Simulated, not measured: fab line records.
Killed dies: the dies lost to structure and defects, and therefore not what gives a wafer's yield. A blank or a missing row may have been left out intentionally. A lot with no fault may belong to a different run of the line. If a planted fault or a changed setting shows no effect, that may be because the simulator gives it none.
A lot that was struck, set against a sound lot ; flow sky130 ; 17 steps out of a route of 708
Sound: wafers L100.1, L100.5, L100.6. Struck: wafers L104.2, L104.4, L104.5. The cause comes at the end.
Per side, at each step with rows, come the tool, then ch with its chambers, and then its first start. Under that, the readings that differ: sound wafers ; struck wafers ; difference of the means ; sigmas: that difference in standard deviations of wafers without a fault.
alike: same words and numbers on both sides, and readings whose means sit less than 2 such deviations apart. not compared: any withheld reading, any reading some wafer has no value for, any bound like >300 that may hide the same value, and any number with overlapping values for which the record gives no deviation.
A row with sigmas, a row that says differs or no value, or rows on one side alone: a step with any of these is where the two part. Numbers that have no deviation but don't overlap get no sigmas and don't part them. Lack of a reading on every wafer of one side parts them only where that side has two or more wafers.

first, 2 steps without rows for these wafers: SKY_CONTACT_PEB_12; SKY_CONTACT_DEVELOP_13 (develop time 60 s).
SKY_CONTACT_CD_MEAS_14 targets a cd of 170 nm.
  sound on cd sem-01 at day 33 13:41; struck on cd sem-01 at day 35 08:49
  alike: cd nm
SKY_CONTACT_OVL_MEAS_15:
  sound on overlay-02 at day 33 13:48; struck on overlay-02 at day 35 08:56
  alike: CONTACT_OVL
SKY_CONTACT_ETCH_16: etches BARC in N2/H2, stops on SiO2, time 45.9 s, target depth 60 nm.
  sound on rie diel-04 ch 2,3, day 33 13:50; struck on rie diel-01 ch 0,2, day 35 08:58
  alike: drypump motor current A, oes product au, throttle valve pct
  not compared: rf hours counter h
SKY_CONTACT_ETCH_17: etches SiO2 in C4F8/O2/Ar, stops on Si3N4, target depth 340 nm.
  sound on rie diel-04 ch 2,3, day 33 13:52; struck on rie diel-01 ch 0,2, day 35 09:00
  alike: oes product au
SKY_CONTACT_ETCH_18: etches Si3N4 in CHF3/O2, stops on TiN, time 39 s, target depth 75 nm.
  sound: rie diel-04 ch 2,3; struck: rie diel-01 ch 0,2
  alike: drypump motor current A, oes product au, throttle valve pct
  not compared: rf hours counter h
SKY_CONTACT_STRIP_19: strips in O2/N2.
  sound on plasma asher-03 ch 0,1, day 33 13:58; struck on plasma asher-03 ch 0,1, day 35 09:05
  alike: drypump motor current A, oes product au, strip time to endpoint s
  not compared: rf hours counter h
then, 3 steps without rows for these wafers: SKY_CONTACT_STRIP_20 (strips in post etch residue remover, time 1200 s); SKY_CONTACT_CLEAN_21 (cleans in IPA, time 180 s); SKY_CONTACT_CLEAN_22 (cleans in O3/DIW).
SKY_CONTACT_SPUTTER_23: material TiN, target thk 20 nm, time 80 s.
  sound on pvd sputter-04 at day 33 14:34; struck on pvd sputter-02 at day 35 09:44
  alike: throttle valve pct
SKY_CONTACT_CVD_24: deposits W, target thk 340 nm, time 102.12 s.
  sound on cvd w-01 ch 0,1, day 33 14:37; struck on cvd w-01 ch 0,1, day 35 09:47
  no value came back on the struck wafers for chamber pressure Torr (Torr), heater power outer w (W), heater power w (W); on the sound wafers chamber pressure Torr (Torr) reads 40.06 40.21 40.06
  not compared: since wet clean h
SKY_CONTACT_RS_MEAS_25: the measuring method here is four-point-probe.
  sound on film metro-01 at day 33 14:44; struck on film metro-02 at day 35 09:58
reading;sound;struck;difference;sigmas
CONTACT_W_RS (ohm/sq);0.338 0.339 0.340;57.970 57.432 58.123;+57.503;+99 or more
SKY_CONTACT_THK_MEAS_26: measures by xrf.
  sound on film metro-01 at day 33 14:51; struck on film metro-02 at day 35 10:04
  not compared: CONTACT_W_THK
SKY_CONTACT_CMP_27: polishes, stops on SiO2, t overpolish 15 s, target thk 0 nm.
  sound on cmp-01 ch 0,2,3, day 33 15:04; struck on cmp-02 ch 0,1,3, day 35 10:14
reading;sound;struck;difference;sigmas
time to endpoint s (s);75.9 82.8 80.4;4.0 5.6 5.1;-74.8;-26
  alike: motor current A
-- the record jumps here: 13 days lie between the struck wafers' starts before and after (it left off in module CONTACT and takes up again in module PAD_OPEN, whose first step shown is number 708 of the route) --
SKY_PAD_OPEN_PROBE_99:
  sound on prober-01 at day 47 07:21; struck on prober-01 at day 48 16:22
reading;sound;struck;difference;sigmas
killed at contacts;31 23 28;415 444 432;+403;+72
killed dies;96 72 99;492 492 492;+403;+40
killed on rim;27 11 20;96 96 96;+77;+19
  alike: killed_at_M0_to_M3, killed_at_M4_up, killed at front end, killed at other, killed open, killed short

WHERE THEY PART
Last at SKY_PAD_OPEN_PROBE_99 as far as this record goes, first at SKY_CONTACT_CVD_24.

WHY: what the simulator had put in
Skipped step whole: cvd w-01, from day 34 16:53 on, at SKY_CONTACT_CVD_24. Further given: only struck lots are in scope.
